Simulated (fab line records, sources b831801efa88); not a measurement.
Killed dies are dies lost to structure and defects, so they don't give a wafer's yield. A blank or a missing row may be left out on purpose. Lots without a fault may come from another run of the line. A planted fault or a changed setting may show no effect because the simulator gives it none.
A struck lot beside a sound one | flow sky130 | 14 steps out of a route of 708
Sound: wafers L750.1, L750.2, L750.5. Struck: wafers L749.2, L749.3, L749.6. The cause comes at the end.
At each step with rows: each side's tool, then ch and its chambers, then its first start. Under that, the readings that differ: sound wafers | struck wafers | difference of the means | sigmas: that difference in standard deviations of wafers without a fault.
alike: readings whose means differ by less than 2 such deviations, and words and numbers that are the same on both sides. not compared: withheld readings, readings that some wafer has no value for, bounds like >300 that may hide the same value, and numbers for which the record gives no deviation and whose values overlap.
The two part at a step that has a row with sigmas, a row that says differs or no value, or rows on one side only. Numbers that don't overlap but have no deviation are shown without sigmas and don't part them. A reading that every wafer of one side lacks parts them only if that side has two wafers or more.

SKY_VIA2_ETCH_15: etches SiO2 in C4F8/O2/Ar, stops on TiN, target depth 546 nm, time 84 s.
  sound on rie_diel-03 ch 1,2,3, day 42 03:08; struck on rie_diel-01 ch 2,3, day 42 01:20
  alike: oes_product_au
  not compared: rf_hours_counter_h
SKY_VIA2_STRIP_16: strips in O2/N2.
  sound on plasma_asher-02 ch 0,1, day 42 03:11; struck on plasma_asher-03 ch 0,1, day 42 01:23
  alike: drypump_motor_current_A, oes_product_au, strip_time_to_endpoint_s
  not compared: rf_hours_counter_h
then, 3 steps without rows for these wafers: SKY_VIA2_STRIP_17 (strips in post etch residue remover, time 1200 s); SKY_VIA2_CLEAN_18 (cleans in IPA, time 180 s); SKY_VIA2_CLEAN_19 (cleans in O3/DIW).
SKY_VIA2_SPUTTER_20: material TiN, target thk 20 nm, time 80 s.
  sound on pvd_sputter-03, day 42 03:52; struck on pvd_sputter-01, day 42 02:02
  alike: cathode_dc_power_W, chamber_pressure_pa, throttle_valve_pct
then, 1 step without rows for these wafers: SKY_VIA2_CVD_21 (deposits W, target thk 420 nm, time 126.4 s).
SKY_VIA2_RS_MEAS_22: measures by four-point-probe.
  sound on film_metro-01, day 42 04:04; struck on film_metro-04, day 42 02:14
  alike: VIA2_W_RS
SKY_VIA2_THK_MEAS_23: measures by xrf.
  sound on film_metro-01, day 42 04:11; struck on film_metro-04, day 42 02:21
  alike: VIA2_W_THK
then, 1 step without rows for these wafers: SKY_VIA2_CMP_24 (polishes, stops on SiO2, t overpolish 20 s, target thk 0 nm).
SKY_METAL3_SPUTTER_00: material Ti, target thk 15 nm, time 10 s.
  sound on pvd_sputter-04, day 42 04:33; struck on pvd_sputter-03, day 42 02:42
  alike: cathode_dc_power_W, chamber_pressure_pa, throttle_valve_pct
then, 1 step without rows for these wafers: SKY_METAL3_SPUTTER_01 (material TiN, target thk 20 nm, time 16.7 s).
SKY_METAL3_SPUTTER_02: material AlCu, target thk 735 nm, time 39.1 s.
  sound on pvd_sputter-04, day 42 04:35; struck on pvd_sputter-03, day 42 02:45
  no value came back on the struck wafers for cathode_dc_power_W (W), chamber_pressure_pa (Pa), throttle_valve_pct (%); on the sound wafers cathode_dc_power_W (W) reads 10601 10598 10599
SKY_METAL3_SPUTTER_03: material Ti, target thk 5 nm, time 3.3 s.
  sound on pvd_sputter-04, day 42 04:38; struck on pvd_sputter-03, day 42 02:47
  alike: cathode_dc_power_W, chamber_pressure_pa, throttle_valve_pct

WHERE THEY PART
Only at SKY_METAL3_SPUTTER_02, within this record. Later steps at which nothing parts them and some readings are alike: SKY_METAL3_SPUTTER_03.

WHY: what the simulator had put in
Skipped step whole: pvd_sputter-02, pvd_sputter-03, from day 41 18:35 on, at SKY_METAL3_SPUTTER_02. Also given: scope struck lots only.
